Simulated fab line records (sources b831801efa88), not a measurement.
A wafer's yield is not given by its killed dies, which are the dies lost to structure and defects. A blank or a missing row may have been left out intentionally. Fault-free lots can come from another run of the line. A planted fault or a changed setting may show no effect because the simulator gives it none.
Problem report, 8D (eight disciplines) form, completed by code -- flow sky130 -- the parts of the form that need people (team, actions taken, sign-off) are left out

## 1. WHAT WENT WRONG
Wafers without a fault read 48.53 W, standard deviation 0.14; biasW at SKY_METAL4_METAL_ETCH_18 reads a mean of 50.85 W on 5 wafers belonging to 2 lots. Relative to the usual mean, that is a shift of +17 standard deviations.
The step: etches the open film in Cl2/BCl3, stops on SiO2, target depth 845 nm, time 183.1 s.
First observed at day 45 08:19: wafer L920.2, on rieMetal-04. Wafers with a number at this step in the record: 36, from 12 lots. Rule for "out", or "out of limits": more than 4 standard deviations from the usual mean. All remaining wafers that have a number are taken as sound.

## 2. WHAT IT IS, AND WHAT IT ISN'T
question,is,is not
which readings at this step,biasW,"chamberPressureMTorr, drypumpMotorCurrentA, oesProductAu, throttleValvePct"
which lots,"L920, L921","L908, L909, L910, L912, L919, L923, L924, L925, L930, L931"
which wafers of those lots,"L920.2, L920.4, L920.6, L921.4, L921.6",L921.3
read on which tools,rieMetal-04,"rieMetal-02, rieMetal-03"
when,from day 45 08:19,"up to then (15 sound wafers); but 16 sound wafers of L921, L923, L924, L925, L930, L931 came after"

## 3. SUSPECTS, AND WHAT RULES EACH OUT
Counting: if a tool at a process step up to the reading ran every lot that is out, it stays a suspect. Sound lots after the first of them don't rule it out here, since some wafers of a struck lot are sound.
- cvdW-02 at SKY_VIA2_CVD_21 (deposits W, target thk 420 nm, time 126.4 s): kept. It ran every lot that is out, first L920 (day 40 06:00); its last sound lot up to then is L909 (day 37 17:44).
- rieMetal-04 at SKY_METAL4_METAL_ETCH_18 (etches the open film in Cl2/BCl3, stops on SiO2, target depth 845 nm, time 183.1 s): kept. It ran every lot that is out, first L920 (day 45 08:19); its last sound lot up to then is L919 (day 44 19:13). Its own readings are out on those wafers: biasW.
- Within rieMetal-04 at SKY_METAL4_METAL_ETCH_18, the wafers that are out were processed in chamber 1 and their sound lot-mates in chamber 0.
Left after counting: cvdW-02 at SKY_VIA2_CVD_21, rieMetal-04 at SKY_METAL4_METAL_ETCH_18.

## 4. THE CAUSE (what the simulator had put in)
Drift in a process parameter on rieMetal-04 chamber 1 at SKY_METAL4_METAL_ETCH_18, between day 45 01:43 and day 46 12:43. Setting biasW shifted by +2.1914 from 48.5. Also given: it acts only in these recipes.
This tool is one of the 2 suspects left after counting.

## 5. SEQUENCE OF EFFECTS, ordered by route
Each row: a reading where the mean over the struck wafers with a number is more than 3 standard deviations away from the usual. Scope: only readings with a usual standard deviation given in the record; hours: median across lots of the time from each lot's start at the first step in this table that gives one to its start at this step; sigmas: change in usual standard deviations.
hours,step,reading,usual,on struck wafers,change,sigmas
0,SKY_METAL4_METAL_ETCH_18,biasW,48.53 W,50.85,+2.32,+17
The process steps in it:
- SKY_METAL4_METAL_ETCH_18: etches the open film in Cl2/BCl3, stops on SiO2, target depth 845 nm, time 183.1 s.

## 6. HOW IT WOULD HAVE BEEN CAUGHT EARLIER
The fault began at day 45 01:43; the first out-of-limits reading in this record came at day 45 08:19, 7 hours later.
